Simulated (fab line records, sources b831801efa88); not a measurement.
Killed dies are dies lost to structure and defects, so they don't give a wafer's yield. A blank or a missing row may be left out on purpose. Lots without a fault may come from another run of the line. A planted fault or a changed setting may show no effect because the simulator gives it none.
fab line records | flow gf180mcu
record lots=5 wafers=15 last_day=33
route steps=602 shown PASSIVATION@588
lots that met no fault: from a run of the same line without faults
start_h: hours from the record's first day to the start of the lot's first wafer shown | wait_h: hours since the lot's step before | " the same as in the row above | L1.1+2: a row that stands for several wafers | - no value, or no start given | * or withheld: withheld | < > ~ a bound
route shown NAME@n: a module of which the file shows steps, and the number in the route of the first | usual: mean/standard deviation of fault-free wafers | same: alike in all rows | chamber/n: place in a boat | sites: the reading at each site | _std_site: their standard deviation | _edge_site: outer sites' mean less inner sites' | radius_mm: how far each site lies from the wafer's centre | mask NAME#n: copy n | behind: the tool/chamber that last shaped the wafer | hold: why the lot was held/for how many hours/how that ended | device: the transistor (n, p or np) that didn't switch | end of line: the same wafers' tests at the end of the route | a step without rows: its recipe alone | killed: dies lost to structure and defects at the first sort, not the wafer's yield | map: a wafer's dies, x killed, . not, _ none there
set.NAME: the setting as run; set.NAME@STEP: as run at that earlier step | model.NAME: the simulator's own value behind a step, which no gauge read
lots at some steps of the route; a table a step, a row a wafer
services: from which hour (start_h, from the record's first day; less than 0 if before it) a tool's chamber was out of use, for how many hours, and why
## steps
# step GF_PASSIVATION_THK_MEAS_01
# recipe reads=SiO2_of_PASSIVATION_CVD_00
# usual PASSIVATION_CVD_00_THK=1005/14
# columns lot.wafer tool chamber start_h wait_h PASSIVATION_CVD_00_THK[nm]
L074.1 film_metro-03 - 649.37 0.0 989
L074.3 " - " " 1005
L074.4 " - " " 1011
L078.1 film_metro-03 - 679.00 0.0 982
L078.4 " - " " 1011
L078.6 " - " " 1034
L089.2 film_metro-04 - 752.22 0.0 1004
L089.5 " - " " 1020
L089.6 " - " " 1015
L093.1 film_metro-04 - 773.55 0.0 1002
L093.2 " - " " 986
L093.5 " - " " 1024
L092.1 film_metro-03 - 774.76 0.0 1003
L092.2 " - " " 1013
L092.6 " - " " 1030
# step GF_PASSIVATION_CVD_02
# recipe material=Si3N4 target_thk_nm=700 time_s=486.18 temp_c=400 rf_w=450
# usual heater_power_outer_w=448/64 heater_power_w=761/110
# columns lot.wafer tool chamber start_h wait_h heater_power_outer_w heater_power_w
L074.1 pecvd-01 1 649.43 0.1 490 881
L074.3 " 2 " " 477 769
L074.4 " 0 " " 521 908
L078.1 pecvd-03 0 679.06 0.1 413 656
L078.4 " 2 " " 412 653
L078.6 " 0 " " 435 698
L089.2 pecvd-02 1 752.27 0.0 344 566
L089.5 " 0 " " 384 575
L089.6 " 1 " " 355 588
L093.1 pecvd-03 2 773.61 0.1 399 636
L093.2 " 1 " " 378 708
L093.5 " 1 " " 394 747
L092.1 pecvd-01 1 774.82 0.1 513 917
L092.2 " 2 " " 500 786
L092.6 " 0 " " 433 781
# step GF_PASSIVATION_THK_MEAS_03
# recipe reads=Si3N4_of_PASSIVATION_CVD_02
# usual PASSIVATION_CVD_02_THK=697/10
# columns lot.wafer tool chamber start_h wait_h PASSIVATION_CVD_02_THK[nm]
L074.1 film_metro-02 - 649.77 0.2 685
L074.3 " - " " 689
L074.4 " - " " 708
L078.1 film_metro-02 - 679.35 0.1 684
L078.4 " - " " 706
L078.6 " - " " 693
L089.2 film_metro-02 - 752.57 0.2 701
L089.5 " - " " 704
L089.6 " - " " 707
L093.1 film_metro-03 - 773.90 0.1 704
L093.2 " - " " 697
L093.5 " - " " 720
L092.1 film_metro-04 - 775.10 0.1 676
L092.2 " - " " 684
L092.6 " - " " 697
# step GF_PASSIVATION_DEHYDRATE_04
# recipe temp_c=200 time_s=60
# columns lot.wafer tool chamber start_h wait_h
L074.1+3+4 litho_track-04 0 658.61 8.8
L078.1+4+6 litho_track-01 0 687.75 8.4
L089.2+5+6 litho_track-04 0 760.49 7.9
L093.1+2+5 litho_track-02 0 780.36 6.5
L092.1+2+6 litho_track-02 0 781.36 6.3
# step GF_PASSIVATION_HMDS_05
# recipe prime_time_s=60 prime_temp_c=120
# columns lot.wafer tool chamber start_h wait_h
L074.1+3+4 litho_track-04 0 658.76 0.1
L078.1+4+6 litho_track-01 0 687.90 0.1
L089.2+5+6 litho_track-04 0 760.64 0.1
L093.1+2+5 litho_track-02 0 780.51 0.1
L092.1+2+6 litho_track-02 0 781.51 0.1
# step GF_PASSIVATION_COAT_06
# recipe spin_rpm=2000 resist_thk_nm=4000
# columns lot.wafer tool chamber start_h wait_h
L074.1+3+4 litho_track-04 0 658.91 0.1
L078.1+4+6 litho_track-01 0 688.05 0.1
L089.2+5+6 litho_track-04 0 760.79 0.1
L093.1+2+5 litho_track-02 0 780.66 0.1
L092.1+2+6 litho_track-02 0 781.66 0.1
# step GF_PASSIVATION_SOFTBAKE_07
# recipe temp_c=110 time_s=withheld
# columns lot.wafer tool chamber start_h wait_h
L074.1+3+4 litho_track-04 0 659.06 0.1
L078.1+4+6 litho_track-01 0 688.20 0.1
L089.2+5+6 litho_track-04 0 760.94 0.1
L093.1+2+5 litho_track-02 0 780.81 0.1
L092.1+2+6 litho_track-02 0 781.81 0.1
# step GF_PASSIVATION_EXPOSE_08
# recipe mask_id=Pad target_cd_nm=40000 na=0.57 dose_mj=310
# columns lot.wafer tool chamber start_h wait_h mask
L074.1+3+4 iline_stepper-01 0 - - Pad#0
L078.1+4+6 iline_stepper-01 0 - - Pad#0
L089.2+5+6 iline_stepper-01 0 - - Pad#0
L093.1+2+5 iline_stepper-02 0 - - Pad#0
L092.1+2+6 iline_stepper-01 0 - - Pad#0
# step GF_PASSIVATION_PEB_09
# recipe temp_c=115 time_s=withheld
# columns lot.wafer tool chamber start_h wait_h
L074.1+3+4 litho_track-04 0 - -
L078.1+4+6 litho_track-02 0 - -
L089.2+5+6 litho_track-02 0 - -
L093.1+2+5 litho_track-01 0 - -
L092.1+2+6 litho_track-02 0 - -
# step GF_PASSIVATION_DEVELOP_10
# recipe develop_time_s=60 dev_temp_c=23
# columns lot.wafer tool chamber start_h wait_h
L074.1+3+4 litho_track-04 0 - -
L078.1+4+6 litho_track-02 0 - -
L089.2+5+6 litho_track-02 0 - -
L093.1+2+5 litho_track-01 0 - -
L092.1+2+6 litho_track-02 0 - -
# step GF_PASSIVATION_ETCH_11
# recipe chemistry=CF4/O2 target_depth_nm=1800 stop_on=TiN source_w=800 bias_w=150 pressure_mtorr=150 cf4_flow_sccm=80 O2_flow_sccm=10 time_s=400
# usual chamber_pressure_mTorr=150.00/0.14 drypump_motor_current_A=5.6/0.36 oes_product_au=0.964/0.0076 throttle_valve_pct=5.959/0.01
# columns lot.wafer tool chamber start_h wait_h chamber_pressure_mTorr drypump_motor_current_A oes_product_au rf_hours_counter_h throttle_valve_pct
L074.1 rie_diel-01 2 668.51 - 149.98 5.9 0.961 15 5.946
L074.3 " 0 " " 150.06 5.3 0.961 7 5.957
L074.4 " 0 " " 149.91 5.3 0.968 - 5.945
L078.1 rie_diel-04 1 697.66 - 149.92 4.9 0.952 26 5.968
L078.4 " 1 " " 149.92 4.9 0.961 - 5.967
L078.6 " 2 " " 150.02 5.8 0.969 - 5.968
L089.2 rie_diel-04 2 768.61 - 149.96 5.8 0.965 45 5.963
L089.5 " 1 " " 150.26 4.9 0.973 - 5.959
L089.6 " 0 " " 149.88 5.7 0.974 - 5.948
L093.1 rie_diel-01 0 789.10 - 150.06 5.3 0.962 14 5.945
L093.2 " 1 " " 149.90 5.5 0.963 2 5.956
L093.5 " 3 " " 150.13 6.1 0.978 - 5.958
L092.1 rie_diel-03 2 790.01 - 149.86 6.0 0.952 23 5.958
L092.2 " 1 " " 150.01 5.5 0.966 5 5.952
L092.6 " 2 " " 149.92 6.0 0.970 - 5.973
# step GF_PASSIVATION_STRIP_12
# recipe chemistry=O2/N2 power_w=1400 pressure_mtorr=1500 platen_temp_c=250 o2_flow_sccm=3000 n2_flow_sccm=300 overash_fraction=0.5
# usual chamber_pressure_mTorr=1500.0/1.4 drypump_motor_current_A=5.7/0.41 heater_power_w=340/32 oes_product_au=0.720/0.0042 strip_time_to_endpoint_s=34.66/0.28
# same overash_fraction=0.5
# columns lot.wafer tool chamber start_h wait_h chamber_pressure_mTorr drypump_motor_current_A heater_power_w oes_product_au rf_hours_counter_h strip_time_to_endpoint_s
L074.1 plasma_asher-03 1 668.75 0.1 1500.4 5.7 369 0.720 59 35.02
L074.3 " 1 " " 1498.3 5.8 376 0.725 - 34.80
L074.4 " 0 " " 1500.7 5.3 397 0.720 - 34.79
L078.1 plasma_asher-03 0 697.90 0.1 1500.5 5.3 402 0.722 62 35.07
L078.4 " 0 " " 1497.4 5.3 408 0.728 - 35.05
L078.6 " 0 " " 1501.5 5.3 403 0.719 - 34.44
L089.2 plasma_asher-02 1 768.85 0.1 1500.0 5.6 329 0.727 36 34.68
L089.5 " 0 " " 1499.1 6.1 305 0.718 - 35.30
L089.6 " 1 " " 1500.8 5.6 331 0.720 - 34.44
L093.1 plasma_asher-04 0 789.34 0.1 1498.7 6.5 331 0.724 5 34.72
L093.2 " 1 " " 1500.5 5.2 313 0.723 5 34.50
L093.5 " 0 " " 1501.4 6.5 328 0.724 - 34.74
L092.1 plasma_asher-02 1 790.25 0.1 1499.5 5.6 332 0.721 38 34.72
L092.2 " 0 " " 1497.1 6.1 300 0.723 38 34.89
L092.6 " 1 " " 1499.7 5.6 331 0.720 - 34.55
# step GF_PASSIVATION_ANNEAL_13
# recipe temp_c=400 time_s=1800 ambient=N2/H2 idle_temp_c=300 ramp_up_c_per_min=10 ramp_down_c_per_min=3
# usual ramp_down_c_per_min=2.9999/0.00054 spike_tc_bottom_C=421.2/1.9 spike_tc_lower_C=401.1/1.4 zone_power_bottom_pct=6.4/0.53
# columns lot.wafer tool chamber start_h wait_h ramp_down_c_per_min spike_tc_bottom_C spike_tc_lower_C zone_power_bottom_pct
L074.1 furnace-01 0 668.85 0.1 2.9995 419.1 404.3 6.9
L074.3 " 0 " " 2.9998 419.8 402.7 7.0
L074.4 " 0 " " 3.0002 420.4 403.0 7.0
L078.1 furnace-01 0 698.51 0.6 2.9999 421.1 400.3 7.0
L078.4 " 0 " " 2.9997 417.8 401.5 7.0
L078.6 " 0 " " 2.9987 419.6 401.8 7.0
L089.2 furnace-01 0 768.95 0.1 2.9996 421.2 401.7 6.9
L089.5 " 0 " " 3.0003 419.8 400.2 6.8
L089.6 " 0 " " 3.0007 418.8 403.3 6.9
L093.1 furnace-02 0 789.44 0.1 3.0010 424.0 401.0 5.9
L093.2 " 0 " " 2.9998 422.9 398.7 5.8
L093.5 " 0 " " 3.0010 423.7 400.8 5.9
L092.1 furnace-01 0 790.35 0.1 3.0001 419.8 401.5 7.0
L092.2 " 0 " " 2.9996 417.3 402.7 6.8
L092.6 " 0 " " 3.0002 419.0 400.0 6.8
# step GF_PASSIVATION_BOW_MEAS_14
# recipe mode=bow
# usual PASSIVATION_BOW=139/12
# columns lot.wafer tool chamber start_h wait_h PASSIVATION_BOW[um]
L074.1 film_metro-03 - 670.35 0.0 138
L074.3 " - " " 143
L074.4 " - " " 142
L078.1 film_metro-02 - 700.01 0.0 144
L078.4 " - " " 155
L078.6 " - " " 138
L089.2 film_metro-03 - 770.47 0.0 124
L089.5 " - " " 111
L089.6 " - " " 120
L093.1 film_metro-03 - 790.94 0.0 142
L093.2 " - " " 140
L093.5 " - " " 151
L092.1 film_metro-02 - 791.85 0.0 166
L092.2 " - " " 166
L092.6 " - " " 155
## services
# columns tool chamber start_h hours kind
rie_diel-03 0 627.16 5.6 repair
plasma_asher-03 - 628.80 9.9 pm
pecvd-02 - 633.36 14.6 pm
rie_diel-04 1 647.58 8.2 repair
pecvd-03 - 656.68 0.9 repair
plasma_asher-04 - 656.84 2.3 repair
plasma_asher-04 - 658.31 0.5 repair
rie_diel-01 3 663.96 - clean
furnace-02 - 686.39 6.1 pm
pecvd-03 0 691.07 6.6 repair
furnace-02 - 695.51 5.5 pm
plasma_asher-04 - 724.71 0.5 repair
furnace-01 - 725.17 4.0 pm
furnace-02 - 729.13 3.1 pm
plasma_asher-04 - 733.75 9.0 pm
pecvd-01 - 736.83 0.8 repair
iline_stepper-02 - 740.37 1.7 pm
furnace-01 - 748.78 4.2 pm
iline_stepper-01 - 751.70 1.7 pm
plasma_asher-03 - 752.53 2.8 pm
plasma_asher-03 - 756.91 6.1 repair
pecvd-02 - 766.62 28.1 pm
pecvd-01 - 780.23 2.3 repair
iline_stepper-01 - 786.24 4.4 pm
## key
fault none
